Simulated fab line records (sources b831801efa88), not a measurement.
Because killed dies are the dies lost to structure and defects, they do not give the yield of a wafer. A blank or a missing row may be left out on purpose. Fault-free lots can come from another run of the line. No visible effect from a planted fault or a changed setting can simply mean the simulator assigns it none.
Matching of chambers :: flow sfqLine :: SFQ_TRILAYER_I3_DEP_PECVD_081 on pecvd-04: 3 sister chambers
The step deposits SiO2 from SiH4/N2O, time 111.11 s, target thk 500 nm. 14 wafers are shown with their chamber, then 7 later ones without.

## WAFERS, EACH WITH ITS CHAMBER
wafer: L109.1
chamber: 0
throttleValvePct (%): 22.8
heaterPowerW (W): 89

wafer: L109.2
chamber: 1
throttleValvePct (%): 23.2
heaterPowerW (W): 67

wafer: L109.3
chamber: 2
throttleValvePct (%): 21.5
heaterPowerW (W): 90

wafer: L114.1
chamber: 2
throttleValvePct (%): 22.0
heaterPowerW (W): 88

wafer: L114.4
chamber: 1
throttleValvePct (%): 23.7
heaterPowerW (W): 59

wafer: L114.5
chamber: 2
throttleValvePct (%): 22.1
heaterPowerW (W): 89

wafer: L119.1
chamber: 0
throttleValvePct (%): 23.2
heaterPowerW (W): 90

wafer: L119.3
chamber: 1
throttleValvePct (%): 23.6
heaterPowerW (W): 59

wafer: L119.5
chamber: 1
throttleValvePct (%): 23.8
heaterPowerW (W): 62

wafer: L123.1
chamber: 0
throttleValvePct (%): 23.0
heaterPowerW (W): 105

wafer: L123.2
chamber: 2
throttleValvePct (%): 22.1
heaterPowerW (W): 89

wafer: L123.5
chamber: 1
throttleValvePct (%): 23.4
heaterPowerW (W): 71

wafer: L127.3
chamber: 2
throttleValvePct (%): 22.0
heaterPowerW (W): 76

wafer: L127.5
chamber: 0
throttleValvePct (%): 22.8
heaterPowerW (W): 103

SIGNATURES, as means of the wafers listed above
reading: throttleValvePct
chamber 0: 22.950
chamber 1: 23.540
chamber 2: 21.940
scatter within a chamber: 0.232

reading: heaterPowerW
chamber 0: 96.75
chamber 1: 63.60
chamber 2: 86.40
scatter within a chamber: 6.47
Rule: for each reading, subtract the chamber's mean from the wafer's reading, divide by that reading's scatter and square the result; add these up over the readings and take the root, which gives the wafer's distance from the chamber. The wafer belongs to the nearest chamber; if the next one is less than 2 further off, it can't be placed. How the scatter is found: for the shown wafers, subtract from each reading the mean of its chamber, square and add these, divide the total by (wafers less chambers), then take the root.

## WAFERS MISSING THEIR CHAMBER
wafer: L127.6
throttleValvePct (%): 22.1
heaterPowerW (W): 77

wafer: L129.3
throttleValvePct (%): 23.2
heaterPowerW (W): 98

wafer: L129.4
throttleValvePct (%): 22.0
heaterPowerW (W): 90

wafer: L129.6
throttleValvePct (%): 23.6
heaterPowerW (W): 69

wafer: L131.1
throttleValvePct (%): 23.1
heaterPowerW (W): 92

wafer: L131.4
throttleValvePct (%): 23.9
heaterPowerW (W): 72

wafer: L131.5
throttleValvePct (%): 23.0
heaterPowerW (W): 97

## WHICH CHAMBER EACH WENT THROUGH
wafer: L127.6
from the rows above: 2
in truth: 2

wafer: L129.3
from the rows above: 0
in truth: 0

wafer: L129.4
from the rows above: 2
in truth: 2

wafer: L129.6
from the rows above: 1
in truth: 1

wafer: L131.1
from the rows above: 0
in truth: 0

wafer: L131.4
from the rows above: 1
in truth: 1

wafer: L131.5
from the rows above: 0
in truth: 0
Correct placement for 7 of the 7. Can't be placed from these rows: 0. Wrongly placed: 0.
